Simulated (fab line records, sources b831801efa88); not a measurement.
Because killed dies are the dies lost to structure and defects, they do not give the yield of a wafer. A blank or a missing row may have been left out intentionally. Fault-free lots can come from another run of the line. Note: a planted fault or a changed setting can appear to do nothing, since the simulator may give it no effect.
fab line records :: flow gf180mcu
record
  lots=14
  wafers=42
  lastDay=34
route steps=602 shown V5@543 TOP_METAL@568
lots that met no fault: from a run of the same line without faults
startH: the number of hours between the record's first day and the start of the first shown wafer of the lot :: waitH: time in hours since the lot's previous step :: " unchanged from the row above :: L1.1+2: one row covering several wafers at once :: - no value, or no start was given :: * or withheld: withheld :: < > ~ a bound
route shown NAME@n: names a module that has steps shown in the file, with the first one's number in the route :: usual: the fault-free wafers' mean and standard deviation :: same: alike in all rows :: chamber/n: place in a boat :: sites: readings site by site :: _std_site: the standard deviation of these :: _edge_site: mean of outer sites minus mean of inner sites :: radiusMm: for every site, how far away it sits from the centre of the wafer :: mask NAME#n: copy n :: behind: the tool/chamber that last shaped the wafer :: hold: why the lot went on hold/how many hours it stayed there/how the hold came to an end :: device: the n, p or np transistor that did not switch :: end of line: the route-end tests of the same wafers :: where a step has no rows: the recipe by itself :: killed: count of dies lost to structure and defects at first sort (not the wafer's yield) :: map: a wafer's dies, x killed, . not, _ none there
set.NAME: the setting as run; set.NAME@STEP: as run at that earlier step :: model.NAME: the simulator's own value behind a step, which no gauge read
one table for each step of the route and one row for each wafer, over a sample of lots
services: the hour from which a tool's chamber was out of use, counted from the record's first day as startH (under 0 if before that day), plus the number of hours and why
## steps
# step GF_V5_THK_MEAS_03
# recipe
  reads=SiO2_of_V5_CVD_02
# usual
  V5_CVD_02_THK=1459/22
lot.wafer: L805.1
tool: filmMetro-03
chamber: -
startH: 613.63
waitH: 0.1
V5_CVD_02_THK[nm]: 1453

lot.wafer: L805.2
tool: filmMetro-03
chamber: -
startH: 613.63
waitH: 0.1
V5_CVD_02_THK[nm]: 1418

lot.wafer: L805.6
tool: filmMetro-03
chamber: -
startH: 613.63
waitH: 0.1
V5_CVD_02_THK[nm]: 1463

lot.wafer: L806.1
tool: filmMetro-02
chamber: -
startH: 619.26
waitH: 0.1
V5_CVD_02_THK[nm]: 1424

lot.wafer: L806.2
tool: filmMetro-02
chamber: -
startH: 619.26
waitH: 0.1
V5_CVD_02_THK[nm]: 1450

lot.wafer: L806.5
tool: filmMetro-02
chamber: -
startH: 619.26
waitH: 0.1
V5_CVD_02_THK[nm]: 1458

lot.wafer: L807.2
tool: filmMetro-02
chamber: -
startH: 631.62
waitH: 0.1
V5_CVD_02_THK[nm]: 1483

lot.wafer: L807.3
tool: filmMetro-02
chamber: -
startH: 631.62
waitH: 0.1
V5_CVD_02_THK[nm]: 1443

lot.wafer: L807.5
tool: filmMetro-02
chamber: -
startH: 631.62
waitH: 0.1
V5_CVD_02_THK[nm]: 1473

lot.wafer: L808.1
tool: filmMetro-03
chamber: -
startH: 639.15
waitH: 0.1
V5_CVD_02_THK[nm]: 1447

lot.wafer: L808.4
tool: filmMetro-03
chamber: -
startH: 639.15
waitH: 0.1
V5_CVD_02_THK[nm]: 1461

lot.wafer: L808.5
tool: filmMetro-03
chamber: -
startH: 639.15
waitH: 0.1
V5_CVD_02_THK[nm]: 1473

lot.wafer: L809.3
tool: filmMetro-03
chamber: -
startH: 648.04
waitH: 0.1
V5_CVD_02_THK[nm]: 1435

lot.wafer: L809.4
tool: filmMetro-03
chamber: -
startH: 648.04
waitH: 0.1
V5_CVD_02_THK[nm]: 1461

lot.wafer: L809.6
tool: filmMetro-03
chamber: -
startH: 648.04
waitH: 0.1
V5_CVD_02_THK[nm]: 1500

lot.wafer: L811.1
tool: filmMetro-04
chamber: -
startH: 658.06
waitH: 0.1
V5_CVD_02_THK[nm]: 1477

lot.wafer: L811.2
tool: filmMetro-04
chamber: -
startH: 658.06
waitH: 0.1
V5_CVD_02_THK[nm]: 1460

lot.wafer: L811.4
tool: filmMetro-04
chamber: -
startH: 658.06
waitH: 0.1
V5_CVD_02_THK[nm]: 1484

lot.wafer: L812.2
tool: filmMetro-04
chamber: -
startH: 663.77
waitH: 0.1
V5_CVD_02_THK[nm]: 1463

lot.wafer: L812.3
tool: filmMetro-04
chamber: -
startH: 663.77
waitH: 0.1
V5_CVD_02_THK[nm]: 1440

lot.wafer: L812.4
tool: filmMetro-04
chamber: -
startH: 663.77
waitH: 0.1
V5_CVD_02_THK[nm]: 1477

lot.wafer: L814.2
tool: filmMetro-04
chamber: -
startH: 682.57
waitH: 0.1
V5_CVD_02_THK[nm]: 1457

lot.wafer: L814.5
tool: filmMetro-04
chamber: -
startH: 682.57
waitH: 0.1
V5_CVD_02_THK[nm]: 1472

lot.wafer: L814.6
tool: filmMetro-04
chamber: -
startH: 682.57
waitH: 0.1
V5_CVD_02_THK[nm]: 1476

lot.wafer: L818.1
tool: filmMetro-02
chamber: -
startH: 709.65
waitH: 0.1
V5_CVD_02_THK[nm]: 1429

lot.wafer: L818.2
tool: filmMetro-02
chamber: -
startH: 709.65
waitH: 0.1
V5_CVD_02_THK[nm]: 1460

lot.wafer: L818.5
tool: filmMetro-02
chamber: -
startH: 709.65
waitH: 0.1
V5_CVD_02_THK[nm]: 1491

lot.wafer: L819.1
tool: filmMetro-02
chamber: -
startH: 719.75
waitH: 0.1
V5_CVD_02_THK[nm]: 1469

lot.wafer: L819.2
tool: filmMetro-02
chamber: -
startH: 719.75
waitH: 0.1
V5_CVD_02_THK[nm]: 1430

lot.wafer: L819.3
tool: filmMetro-02
chamber: -
startH: 719.75
waitH: 0.1
V5_CVD_02_THK[nm]: 1421

lot.wafer: L820.2
tool: filmMetro-02
chamber: -
startH: 722.36
waitH: 0.1
V5_CVD_02_THK[nm]: 1444

lot.wafer: L820.4
tool: filmMetro-02
chamber: -
startH: 722.36
waitH: 0.1
V5_CVD_02_THK[nm]: 1508

lot.wafer: L820.5
tool: filmMetro-02
chamber: -
startH: 722.36
waitH: 0.1
V5_CVD_02_THK[nm]: 1462

lot.wafer: L825.2
tool: filmMetro-04
chamber: -
startH: 755.79
waitH: 0.1
V5_CVD_02_THK[nm]: 1434

lot.wafer: L825.3
tool: filmMetro-04
chamber: -
startH: 755.79
waitH: 0.1
V5_CVD_02_THK[nm]: 1412

lot.wafer: L825.4
tool: filmMetro-04
chamber: -
startH: 755.79
waitH: 0.1
V5_CVD_02_THK[nm]: 1449

lot.wafer: L826.1
tool: filmMetro-04
chamber: -
startH: 765.10
waitH: 0.1
V5_CVD_02_THK[nm]: 1427

lot.wafer: L826.3
tool: filmMetro-04
chamber: -
startH: 765.10
waitH: 0.1
V5_CVD_02_THK[nm]: 1398

lot.wafer: L826.5
tool: filmMetro-04
chamber: -
startH: 765.10
waitH: 0.1
V5_CVD_02_THK[nm]: 1443

lot.wafer: L827.1
tool: filmMetro-02
chamber: -
startH: 766.39
waitH: 0.1
V5_CVD_02_THK[nm]: 1493

lot.wafer: L827.3
tool: filmMetro-02
chamber: -
startH: 766.39
waitH: 0.1
V5_CVD_02_THK[nm]: 1460

lot.wafer: L827.6
tool: filmMetro-02
chamber: -
startH: 766.39
waitH: 0.1
V5_CVD_02_THK[nm]: 1477
# step GF_V5_CD_MEAS_14
# recipe
  targetCdNm=260
# usual
  cdNm=260.2/1.3
lot.wafer: L805.1
tool: cdSem-01
chamber: -
startH: 634.18
waitH: 0.1
cdNm: 261.8

lot.wafer: L805.2
tool: cdSem-01
chamber: -
startH: 634.18
waitH: 0.1
cdNm: 260.9

lot.wafer: L805.6
tool: cdSem-01
chamber: -
startH: 634.18
waitH: 0.1
cdNm: 261.6

lot.wafer: L806.1
tool: cdSem-01
chamber: -
startH: 639.97
waitH: 0.1
cdNm: 259.2

lot.wafer: L806.2
tool: cdSem-01
chamber: -
startH: 639.97
waitH: 0.1
cdNm: 259.3

lot.wafer: L806.5
tool: cdSem-01
chamber: -
startH: 639.97
waitH: 0.1
cdNm: 258.0

lot.wafer: L807.2
tool: cdSem-01
chamber: -
startH: 653.59
waitH: 0.1
cdNm: 260.6

lot.wafer: L807.3
tool: cdSem-01
chamber: -
startH: 653.59
waitH: 0.1
cdNm: 259.4

lot.wafer: L807.5
tool: cdSem-01
chamber: -
startH: 653.59
waitH: 0.1
cdNm: 260.5

lot.wafer: L808.1
tool: cdSem-01
chamber: -
startH: 658.88
waitH: 0.1
cdNm: 260.0

lot.wafer: L808.4
tool: cdSem-01
chamber: -
startH: 658.88
waitH: 0.1
cdNm: 259.4

lot.wafer: L808.5
tool: cdSem-01
chamber: -
startH: 658.88
waitH: 0.1
cdNm: 260.7

lot.wafer: L809.3
tool: cdSem-01
chamber: -
startH: 667.91
waitH: 0.1
cdNm: 259.2

lot.wafer: L809.4
tool: cdSem-01
chamber: -
startH: 667.91
waitH: 0.1
cdNm: 259.7

lot.wafer: L809.6
tool: cdSem-01
chamber: -
startH: 667.91
waitH: 0.1
cdNm: 259.0

lot.wafer: L811.1
tool: cdSem-02
chamber: -
startH: 678.02
waitH: 0.1
cdNm: 258.4

lot.wafer: L811.2
tool: cdSem-02
chamber: -
startH: 678.02
waitH: 0.1
cdNm: 258.0

lot.wafer: L811.4
tool: cdSem-02
chamber: -
startH: 678.02
waitH: 0.1
cdNm: 259.6

lot.wafer: L812.2
tool: cdSem-02
chamber: -
startH: 683.03
waitH: 0.2
cdNm: 260.1

lot.wafer: L812.3
tool: cdSem-02
chamber: -
startH: 683.03
waitH: 0.2
cdNm: 259.8

lot.wafer: L812.4
tool: cdSem-02
chamber: -
startH: 683.03
waitH: 0.2
cdNm: 260.4

lot.wafer: L814.2
tool: cdSem-02
chamber: -
startH: 701.39
waitH: 0.1
cdNm: 261.2

lot.wafer: L814.5
tool: cdSem-02
chamber: -
startH: 701.39
waitH: 0.1
cdNm: 261.6

lot.wafer: L814.6
tool: cdSem-02
chamber: -
startH: 701.39
waitH: 0.1
cdNm: 262.0

lot.wafer: L818.1
tool: cdSem-02
chamber: -
startH: 727.77
waitH: 0.1
cdNm: 260.3

lot.wafer: L818.2
tool: cdSem-02
chamber: -
startH: 727.77
waitH: 0.1
cdNm: 260.5

lot.wafer: L818.5
tool: cdSem-02
chamber: -
startH: 727.77
waitH: 0.1
cdNm: 261.4

lot.wafer: L819.1
tool: cdSem-01
chamber: -
startH: 737.37
waitH: 0.1
cdNm: 262.0

lot.wafer: L819.2
tool: cdSem-01
chamber: -
startH: 737.37
waitH: 0.1
cdNm: 260.6

lot.wafer: L819.3
tool: cdSem-01
chamber: -
startH: 737.37
waitH: 0.1
cdNm: 259.5

lot.wafer: L820.2
tool: cdSem-01
chamber: -
startH: 739.64
waitH: 0.1
cdNm: 261.1

lot.wafer: L820.4
tool: cdSem-01
chamber: -
startH: 739.64
waitH: 0.1
cdNm: 261.4

lot.wafer: L820.5
tool: cdSem-01
chamber: -
startH: 739.64
waitH: 0.1
cdNm: 261.0

lot.wafer: L825.2
tool: cdSem-01
chamber: -
startH: 771.65
waitH: 0.1
cdNm: 262.3

lot.wafer: L825.3
tool: cdSem-01
chamber: -
startH: 771.65
waitH: 0.1
cdNm: 262.7

lot.wafer: L825.4
tool: cdSem-01
chamber: -
startH: 771.65
waitH: 0.1
cdNm: 262.2

lot.wafer: L826.1
tool: cdSem-02
chamber: -
startH: 781.17
waitH: 0.1
cdNm: 259.6

lot.wafer: L826.3
tool: cdSem-02
chamber: -
startH: 781.17
waitH: 0.1
cdNm: 259.8

lot.wafer: L826.5
tool: cdSem-02
chamber: -
startH: 781.17
waitH: 0.1
cdNm: 260.7

lot.wafer: L827.1
tool: cdSem-02
chamber: -
startH: 782.72
waitH: 0.1
cdNm: 261.1

lot.wafer: L827.3
tool: cdSem-02
chamber: -
startH: 782.72
waitH: 0.1
cdNm: 261.1

lot.wafer: L827.6
tool: cdSem-02
chamber: -
startH: 782.72
waitH: 0.1
cdNm: 260.4
# step GF_V5_THK_MEAS_25
# recipe
  thkMeasGauge=xrf
  reads=W_of_V5_CVD_23
# usual
  V5_W_THK=359/5.7
lot.wafer: L805.1
tool: filmMetro-03
chamber: -
startH: 635.35
waitH: 0.1
V5_W_THK[nm]: 360

lot.wafer: L805.2
tool: filmMetro-03
chamber: -
startH: 635.35
waitH: 0.1
V5_W_THK[nm]: 362

lot.wafer: L805.6
tool: filmMetro-03
chamber: -
startH: 635.35
waitH: 0.1
V5_W_THK[nm]: 355

lot.wafer: L806.1
tool: filmMetro-02
chamber: -
startH: 641.16
waitH: 0.1
V5_W_THK[nm]: 367

lot.wafer: L806.2
tool: filmMetro-02
chamber: -
startH: 641.16
waitH: 0.1
V5_W_THK[nm]: 351

lot.wafer: L806.5
tool: filmMetro-02
chamber: -
startH: 641.16
waitH: 0.1
V5_W_THK[nm]: 363

lot.wafer: L807.2
tool: filmMetro-02
chamber: -
startH: 654.79
waitH: 0.1
V5_W_THK[nm]: 358

lot.wafer: L807.3
tool: filmMetro-02
chamber: -
startH: 654.79
waitH: 0.1
V5_W_THK[nm]: 361

lot.wafer: L807.5
tool: filmMetro-02
chamber: -
startH: 654.79
waitH: 0.1
V5_W_THK[nm]: 363

lot.wafer: L808.1
tool: filmMetro-02
chamber: -
startH: 660.05
waitH: 0.1
V5_W_THK[nm]: 359

lot.wafer: L808.4
tool: filmMetro-02
chamber: -
startH: 660.05
waitH: 0.1
V5_W_THK[nm]: 368

lot.wafer: L808.5
tool: filmMetro-02
chamber: -
startH: 660.05
waitH: 0.1
V5_W_THK[nm]: 354

lot.wafer: L809.3
tool: filmMetro-03
chamber: -
startH: 669.07
waitH: 0.1
V5_W_THK[nm]: 364

lot.wafer: L809.4
tool: filmMetro-03
chamber: -
startH: 669.07
waitH: 0.1
V5_W_THK[nm]: 369

lot.wafer: L809.6
tool: filmMetro-03
chamber: -
startH: 669.07
waitH: 0.1
V5_W_THK[nm]: 366

lot.wafer: L811.1
tool: filmMetro-03
chamber: -
startH: 679.29
waitH: 0.1
V5_W_THK[nm]: 363

lot.wafer: L811.2
tool: filmMetro-03
chamber: -
startH: 679.29
waitH: 0.1
V5_W_THK[nm]: 372

lot.wafer: L811.4
tool: filmMetro-03
chamber: -
startH: 679.29
waitH: 0.1
V5_W_THK[nm]: 374

lot.wafer: L812.2
tool: filmMetro-04
chamber: -
startH: 684.20
waitH: 0.1
V5_W_THK[nm]: 354

lot.wafer: L812.3
tool: filmMetro-04
chamber: -
startH: 684.20
waitH: 0.1
V5_W_THK[nm]: 359

lot.wafer: L812.4
tool: filmMetro-04
chamber: -
startH: 684.20
waitH: 0.1
V5_W_THK[nm]: 350

lot.wafer: L814.2
tool: filmMetro-02
chamber: -
startH: 702.65
waitH: 0.1
V5_W_THK[nm]: 351

lot.wafer: L814.5
tool: filmMetro-02
chamber: -
startH: 702.65
waitH: 0.1
V5_W_THK[nm]: 353

lot.wafer: L814.6
tool: filmMetro-02
chamber: -
startH: 702.65
waitH: 0.1
V5_W_THK[nm]: 359

lot.wafer: L818.1
tool: filmMetro-04
chamber: -
startH: 729.40
waitH: 0.1
V5_W_THK[nm]: 356

lot.wafer: L818.2
tool: filmMetro-04
chamber: -
startH: 729.40
waitH: 0.1
V5_W_THK[nm]: 357

lot.wafer: L818.5
tool: filmMetro-04
chamber: -
startH: 729.40
waitH: 0.1
V5_W_THK[nm]: 358

lot.wafer: L819.1
tool: filmMetro-04
chamber: -
startH: 738.98
waitH: 0.1
V5_W_THK[nm]: 351

lot.wafer: L819.2
tool: filmMetro-04
chamber: -
startH: 738.98
waitH: 0.1
V5_W_THK[nm]: 359

lot.wafer: L819.3
tool: filmMetro-04
chamber: -
startH: 738.98
waitH: 0.1
V5_W_THK[nm]: 355

lot.wafer: L820.2
tool: filmMetro-02
chamber: -
startH: 740.90
waitH: 0.1
V5_W_THK[nm]: 363

lot.wafer: L820.4
tool: filmMetro-02
chamber: -
startH: 740.90
waitH: 0.1
V5_W_THK[nm]: 367

lot.wafer: L820.5
tool: filmMetro-02
chamber: -
startH: 740.90
waitH: 0.1
V5_W_THK[nm]: 364

lot.wafer: L825.2
tool: filmMetro-04
chamber: -
startH: 772.82
waitH: 0.1
V5_W_THK[nm]: 351

lot.wafer: L825.3
tool: filmMetro-04
chamber: -
startH: 772.82
waitH: 0.1
V5_W_THK[nm]: 349

lot.wafer: L825.4
tool: filmMetro-04
chamber: -
startH: 772.82
waitH: 0.1
V5_W_THK[nm]: 355

lot.wafer: L826.1
tool: filmMetro-04
chamber: -
startH: 782.34
waitH: 0.1
V5_W_THK[nm]: 349

lot.wafer: L826.3
tool: filmMetro-04
chamber: -
startH: 782.34
waitH: 0.1
V5_W_THK[nm]: 356

lot.wafer: L826.5
tool: filmMetro-04
chamber: -
startH: 782.34
waitH: 0.1
V5_W_THK[nm]: 354

lot.wafer: L827.1
tool: filmMetro-02
chamber: -
startH: 783.90
waitH: 0.1
V5_W_THK[nm]: 355

lot.wafer: L827.3
tool: filmMetro-02
chamber: -
startH: 783.90
waitH: 0.1
V5_W_THK[nm]: 354

lot.wafer: L827.6
tool: filmMetro-02
chamber: -
startH: 783.90
waitH: 0.1
V5_W_THK[nm]: 354
# step GF_TOP_METAL_SPUTTER_01
# recipe
  material=TiN
  targetThkNm=30
  powerW=6500
  timeS=25
  chamberPressurePa=0.4
# usual
  cathodeDcPowerW=6500.0/1.3
  chamberPressurePa=0.4000/0.00079
  throttleValvePct=30.0/1.1
lot.wafer: L805.1
tool: pvdSputter-02
chamber: -
startH: 635.83
waitH: 0.1
cathodeDcPowerW: 6498.3
chamberPressurePa: 0.3999
throttleValvePct: 29.2

lot.wafer: L805.2
tool: pvdSputter-02
chamber: -
startH: 635.83
waitH: 0.1
cathodeDcPowerW: 6500.4
chamberPressurePa: 0.4009
throttleValvePct: 31.9

lot.wafer: L805.6
tool: pvdSputter-02
chamber: -
startH: 635.83
waitH: 0.1
cathodeDcPowerW: 6499.8
chamberPressurePa: 0.4016
throttleValvePct: 31.7

lot.wafer: L806.1
tool: pvdSputter-01
chamber: -
startH: 641.62
waitH: 0.1
cathodeDcPowerW: 6498.9
chamberPressurePa: 0.4004
throttleValvePct: 31.1

lot.wafer: L806.2
tool: pvdSputter-01
chamber: -
startH: 641.62
waitH: 0.1
cathodeDcPowerW: 6501.0
chamberPressurePa: 0.3999
throttleValvePct: 29.9

lot.wafer: L806.5
tool: pvdSputter-01
chamber: -
startH: 641.62
waitH: 0.1
cathodeDcPowerW: 6498.8
chamberPressurePa: 0.4007
throttleValvePct: 27.9

lot.wafer: L807.2
tool: pvdSputter-02
chamber: -
startH: 655.24
waitH: 0.1
cathodeDcPowerW: 6498.2
chamberPressurePa: 0.3983
throttleValvePct: 29.4

lot.wafer: L807.3
tool: pvdSputter-02
chamber: -
startH: 655.24
waitH: 0.1
cathodeDcPowerW: 6501.1
chamberPressurePa: 0.3992
throttleValvePct: 30.3

lot.wafer: L807.5
tool: pvdSputter-02
chamber: -
startH: 655.24
waitH: 0.1
cathodeDcPowerW: 6499.4
chamberPressurePa: 0.4007
throttleValvePct: 32.0

lot.wafer: L808.1
tool: pvdSputter-01
chamber: -
startH: 660.51
waitH: 0.1
cathodeDcPowerW: 6500.8
chamberPressurePa: 0.3985
throttleValvePct: 28.4

lot.wafer: L808.4
tool: pvdSputter-01
chamber: -
startH: 660.51
waitH: 0.1
cathodeDcPowerW: 6499.9
chamberPressurePa: 0.4010
throttleValvePct: 31.4

lot.wafer: L808.5
tool: pvdSputter-01
chamber: -
startH: 660.51
waitH: 0.1
cathodeDcPowerW: 6501.7
chamberPressurePa: 0.3990
throttleValvePct: 28.3

lot.wafer: L809.3
tool: pvdSputter-02
chamber: -
startH: 669.51
waitH: 0.1
cathodeDcPowerW: 6501.2
chamberPressurePa: 0.4001
throttleValvePct: 30.3

lot.wafer: L809.4
tool: pvdSputter-02
chamber: -
startH: 669.51
waitH: 0.1
cathodeDcPowerW: 6498.6
chamberPressurePa: 0.4003
throttleValvePct: 31.6

lot.wafer: L809.6
tool: pvdSputter-02
chamber: -
startH: 669.51
waitH: 0.1
cathodeDcPowerW: 6500.8
chamberPressurePa: 0.4000
throttleValvePct: 30.5

lot.wafer: L811.1
tool: pvdSputter-01
chamber: -
startH: 679.75
waitH: 0.1
cathodeDcPowerW: 6499.3
chamberPressurePa: 0.4011
throttleValvePct: 28.4

lot.wafer: L811.2
tool: pvdSputter-01
chamber: -
startH: 679.75
waitH: 0.1
cathodeDcPowerW: 6500.3
chamberPressurePa: 0.3998
throttleValvePct: 31.1

lot.wafer: L811.4
tool: pvdSputter-01
chamber: -
startH: 679.75
waitH: 0.1
cathodeDcPowerW: 6499.1
chamberPressurePa: 0.3990
throttleValvePct: 29.8

lot.wafer: L812.2
tool: pvdSputter-02
chamber: -
startH: 684.65
waitH: 0.1
cathodeDcPowerW: 6500.6
chamberPressurePa: 0.3986
throttleValvePct: 31.7

lot.wafer: L812.3
tool: pvdSputter-02
chamber: -
startH: 684.65
waitH: 0.1
cathodeDcPowerW: 6498.9
chamberPressurePa: 0.3998
throttleValvePct: 29.2

lot.wafer: L812.4
tool: pvdSputter-02
chamber: -
startH: 684.65
waitH: 0.1
cathodeDcPowerW: 6499.8
chamberPressurePa: 0.3994
throttleValvePct: 30.5

lot.wafer: L814.2
tool: pvdSputter-01
chamber: -
startH: 703.36
waitH: 0.1
cathodeDcPowerW: 6500.5
chamberPressurePa: 0.4002
throttleValvePct: 30.2

lot.wafer: L814.5
tool: pvdSputter-01
chamber: -
startH: 703.36
waitH: 0.1
cathodeDcPowerW: 6499.1
chamberPressurePa: 0.4011
throttleValvePct: 30.4

lot.wafer: L814.6
tool: pvdSputter-01
chamber: -
startH: 703.36
waitH: 0.1
cathodeDcPowerW: 6501.3
chamberPressurePa: 0.4007
throttleValvePct: 28.1

lot.wafer: L818.1
tool: pvdSputter-01
chamber: -
startH: 730.04
waitH: 0.1
cathodeDcPowerW: -
chamberPressurePa: -
throttleValvePct: -

lot.wafer: L818.2
tool: pvdSputter-01
chamber: -
startH: 730.04
waitH: 0.1
cathodeDcPowerW: -
chamberPressurePa: -
throttleValvePct: -

lot.wafer: L818.5
tool: pvdSputter-01
chamber: -
startH: 730.04
waitH: 0.1
cathodeDcPowerW: -
chamberPressurePa: -
throttleValvePct: -

lot.wafer: L819.1
tool: pvdSputter-01
chamber: -
startH: 739.73
waitH: 0.1
cathodeDcPowerW: -
chamberPressurePa: -
throttleValvePct: -

lot.wafer: L819.2
tool: pvdSputter-01
chamber: -
startH: 739.73
waitH: 0.1
cathodeDcPowerW: -
chamberPressurePa: -
throttleValvePct: -

lot.wafer: L819.3
tool: pvdSputter-01
chamber: -
startH: 739.73
waitH: 0.1
cathodeDcPowerW: -
chamberPressurePa: -
throttleValvePct: -

lot.wafer: L820.2
tool: pvdSputter-03
chamber: -
startH: 741.35
waitH: 0.1
cathodeDcPowerW: 6499.9
chamberPressurePa: 0.4003
throttleValvePct: 30.6

lot.wafer: L820.4
tool: pvdSputter-03
chamber: -
startH: 741.35
waitH: 0.1
cathodeDcPowerW: 6500.3
chamberPressurePa: 0.4001
throttleValvePct: 29.4

lot.wafer: L820.5
tool: pvdSputter-03
chamber: -
startH: 741.35
waitH: 0.1
cathodeDcPowerW: 6497.8
chamberPressurePa: 0.3990
throttleValvePct: 31.1

lot.wafer: L825.2
tool: pvdSputter-03
chamber: -
startH: 773.27
waitH: 0.1
cathodeDcPowerW: 6501.6
chamberPressurePa: 0.4005
throttleValvePct: 30.6

lot.wafer: L825.3
tool: pvdSputter-03
chamber: -
startH: 773.27
waitH: 0.1
cathodeDcPowerW: 6499.9
chamberPressurePa: 0.4013
throttleValvePct: 29.5

lot.wafer: L825.4
tool: pvdSputter-03
chamber: -
startH: 773.27
waitH: 0.1
cathodeDcPowerW: 6500.1
chamberPressurePa: 0.4007
throttleValvePct: 30.7

lot.wafer: L826.1
tool: pvdSputter-02
chamber: -
startH: 782.80
waitH: 0.1
cathodeDcPowerW: 6500.7
chamberPressurePa: 0.4001
throttleValvePct: 28.7

lot.wafer: L826.3
tool: pvdSputter-02
chamber: -
startH: 782.80
waitH: 0.1
cathodeDcPowerW: 6500.7
chamberPressurePa: 0.4000
throttleValvePct: 31.7

lot.wafer: L826.5
tool: pvdSputter-02
chamber: -
startH: 782.80
waitH: 0.1
cathodeDcPowerW: 6502.4
chamberPressurePa: 0.3988
throttleValvePct: 31.8

lot.wafer: L827.1
tool: pvdSputter-01
chamber: -
startH: 784.36
waitH: 0.1
cathodeDcPowerW: 6503.1
chamberPressurePa: 0.3991
throttleValvePct: 30.3

lot.wafer: L827.3
tool: pvdSputter-01
chamber: -
startH: 784.36
waitH: 0.1
cathodeDcPowerW: 6498.5
chamberPressurePa: 0.3993
throttleValvePct: 29.7

lot.wafer: L827.6
tool: pvdSputter-01
chamber: -
startH: 784.36
waitH: 0.1
cathodeDcPowerW: 6499.0
chamberPressurePa: 0.3993
throttleValvePct: 30.4
## services
tool: pvdSputter-03
chamber: -
startH: 725.57
hours: 0.7
kind: repair

tool: pvdSputter-02
chamber: -
startH: 727.29
hours: 4.4
kind: repair
## key
firstSign
  step=GF_TOP_METAL_SPUTTER_01
  reading=toolRecord
  direction=missing
effect none on later readings
metAt GF_TOP_METAL_SPUTTER_01
struckLots L818,L819
laterRowsLeftOut L818.1,L818.2,L818.5,L819.1,L819.2,L819.3
sortLeftOut L818.1,L818.2,L818.5,L819.1,L819.2,L819.3
notActingAt GF_V5_THK_MEAS_03,GF_V5_CD_MEAS_14,GF_V5_THK_MEAS_25
onsetBetween 703.36 730.04
fault
  kind=skippedStepWhole
  tool=pvdSputter-01
  chamber=-
  onsetH=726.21
  steps=GF_TOP_METAL_SPUTTER_01
  scope=struckLotsOnly
# sortLeftOut: the simulated sort isn't trusted on such a fault, so these wafers' sort isn't shown, and their yield isn't known
# laterRowsLeftOut: the simulator's readings of these wafers behind a module that went badly wrong aren't trusted and aren't shown, but for the sort
